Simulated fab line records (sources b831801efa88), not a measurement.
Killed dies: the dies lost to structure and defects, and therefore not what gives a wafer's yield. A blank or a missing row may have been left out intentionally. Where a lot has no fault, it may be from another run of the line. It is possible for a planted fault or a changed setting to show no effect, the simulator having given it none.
Chamber matching | flow gf180mcu | GF_POLY_GATE_ETCH_13 on rie si-01: 4 sister chambers
The step etches poly-Si in HBr/Cl2, stops on SiO2, target depth 198.5 nm, time 69.6 s. 4 wafers are shown with their chamber, then 8 later ones without.

WAFERS WITH THEIR CHAMBER
wafer  | chamber | run length s (s)
L929.5 | 0       | 98.5
L930.2 | 2       | 98.2
L930.6 | 3       | 97.0
L944.1 | 1       | 97.7

WAFERS WITH NO CHAMBER GIVEN
wafer  | run length s (s)
L944.3 | 97.6
L944.5 | 98.0
L945.2 | 98.0
L945.3 | 97.8
L945.4 | 96.8
L947.2 | 97.5
L947.4 | 97.9
L947.6 | 97.4

THE CHAMBER EACH PASSED THROUGH
wafer  | from the rows above          | in truth
L944.3 | 1                            | 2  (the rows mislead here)
L944.5 | can't be placed: 2 or 1 or 0 | 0
L945.2 | can't be placed: 2 or 1 or 0 | 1
L945.3 | can't be placed: 1 or 2      | 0
L945.4 | 3                            | 3
L947.2 | can't be placed: 1 or 3      | 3
L947.4 | can't be placed: 1 or 2      | 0
L947.6 | can't be placed: 1 or 3      | 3
Correctly placed: 1 of 8. These rows do not allow placing 6 (true chamber among the candidates in 4). 1 placed wrongly.
How it was worked out, from the rows above alone: a wafer's distance from a chamber is the root of the sum, over the readings, of the square of ((its reading less the chamber's mean) divided by the reading's scatter). If the next closest chamber is less than 2 further off than the closest, the wafer can't be placed; otherwise it belongs to the closest. For every chamber, the mean is computed from those of its wafers that are shown. The scatter: root of mean squared gap, hidden wafer to nearest shown wafer, with one shown wafer a chamber.
